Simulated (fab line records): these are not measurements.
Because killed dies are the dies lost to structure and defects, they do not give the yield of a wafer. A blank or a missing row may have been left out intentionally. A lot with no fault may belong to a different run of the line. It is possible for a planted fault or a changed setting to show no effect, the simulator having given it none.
Shared-tool check ; flow gf180mcu ; Sampled: 12 lots, 36 wafers

REASON IT WAS OPENED
At GF_V2_THK_MEAS_03 the reading V2_CVD_02_THK is flagged on 2 of 12 lots. Wafers without a fault read 850 nm, standard deviation 12.
Rule: a lot gets a flag if all its wafers with a number sit over 4 standard deviations from that mean, or if no wafer of it has a number. As for the other lots, they are considered sound.

lot;measured;on;V2_CVD_02_THK (nm), wafer by wafer;flag
L582;day 19 05:36;film_metro-01;843 862 871;
L584;day 20 12:02;film_metro-04;861 855 840;
L585;day 20 17:47;film_metro-04;860 844 864;
L588;day 21 07:50;film_metro-03;859 836 859;
L587;day 21 09:23;film_metro-03;829 851 847;
L590;day 22 00:59;film_metro-04;855 852 864;
L589;day 22 05:32;film_metro-04;1221 1229 1227;FLAGGED
L591;day 22 10:22;film_metro-04;1216 1232 1231;FLAGGED
L598;day 24 20:07;film_metro-01;850 831 863;
L599;day 25 06:10;film_metro-01;844 849 858;
L600;day 25 15:34;film_metro-04;820 844 843;
L605;day 27 00:47;film_metro-03;833 855 851;
The numbers of the flagged lots are 1226 nm on average: +376 nm against the usual, or +31 standard deviations.

WHICH TOOL RAN EACH LOT
2 process steps preceding the reading are held in the record, out of 602 steps in the route. Cell contents, in order: the tool; ch with the chambers the sampled wafers went through; the start.
lot;flag;GF_M2_SPUTTER_00;GF_V2_CVD_02
L582;;pvd_sputter-03, day 18 04:16;pecvd-03 ch 0,1,2, day 19 05:32
L584;;pvd_sputter-03, day 19 10:56;pecvd-03 ch 0,1,2, day 20 11:58
L585;;pvd_sputter-04, day 19 16:42;pecvd-02 ch 1,2, day 20 17:43
L588;;pvd_sputter-01, day 20 06:56;pecvd-02 ch 0,2, day 21 07:45
L587;;pvd_sputter-01, day 20 07:24;pecvd-03 ch 1,2, day 21 09:19
L590;;pvd_sputter-01, day 21 00:21;pecvd-04 ch 0,2, day 22 00:54
L589;FLAGGED;pvd_sputter-03, day 21 04:49;pecvd-02 ch 0,1,2, day 22 05:26
L591;FLAGGED;pvd_sputter-04, day 21 09:58;pecvd-02 ch 0,1, day 22 10:17
L598;;pvd_sputter-03, day 23 20:59;pecvd-03 ch 0,1, day 24 20:02
L599;;pvd_sputter-04, day 24 04:31;pecvd-02 ch 0,1,2, day 25 06:06
L600;;pvd_sputter-01, day 24 16:49;pecvd-04 ch 0,2, day 25 15:27
L605;;pvd_sputter-04, day 26 02:13;pecvd-03 ch 1,2, day 27 00:44
What is done by these steps:
- GF_M2_SPUTTER_00: material Ti, target thk 37.5 nm, time 150 s.
- GF_V2_CVD_02: deposits SiO2 from TEOS, target thk 850 nm, time 94.851 s.
- GF_V2_THK_MEAS_03

FLAGGED OVER TOTAL, TOOL BY TOOL (the gauges that took the reading come last)
step;tool;lots run;flagged;share of the flagged lots;sound lots run after its first flagged lot
GF_M2_SPUTTER_00;pvd_sputter-01;4;0;none;-
GF_M2_SPUTTER_00;pvd_sputter-03;4;1;some;1 (L598)
GF_M2_SPUTTER_00;pvd_sputter-04;4;1;some;2 (L599,L605)
GF_V2_CVD_02;pecvd-02;5;2;all;1 (L599)
GF_V2_CVD_02;pecvd-03;5;0;none;-
GF_V2_CVD_02;pecvd-04;2;0;none;-
GF_V2_THK_MEAS_03;film_metro-01;3;0;none;-
GF_V2_THK_MEAS_03;film_metro-03;3;0;none;-
GF_V2_THK_MEAS_03;film_metro-04;6;2;all;1 (L600)

WHAT THE TABLE PERMITS
In 2 table rows, all flagged lots were run: pecvd-02 (GF_V2_CVD_02), film_metro-04 (GF_V2_THK_MEAS_03).
- pecvd-02 at GF_V2_CVD_02 ran 5 lots, 2 of them flagged. Lots that were sound ran on it after the first flagged one (L599); a persistent fault on the entire tool would not allow that.
- film_metro-04 at GF_V2_THK_MEAS_03 ran 6 lots, 2 of them flagged. Lots that were sound ran on it after the first flagged one (L600); a persistent fault on the entire tool would not allow that.
None of the table's rows ran every flagged lot and, after the first, no sound lot.

WHAT THE SIMULATOR HAD INSERTED
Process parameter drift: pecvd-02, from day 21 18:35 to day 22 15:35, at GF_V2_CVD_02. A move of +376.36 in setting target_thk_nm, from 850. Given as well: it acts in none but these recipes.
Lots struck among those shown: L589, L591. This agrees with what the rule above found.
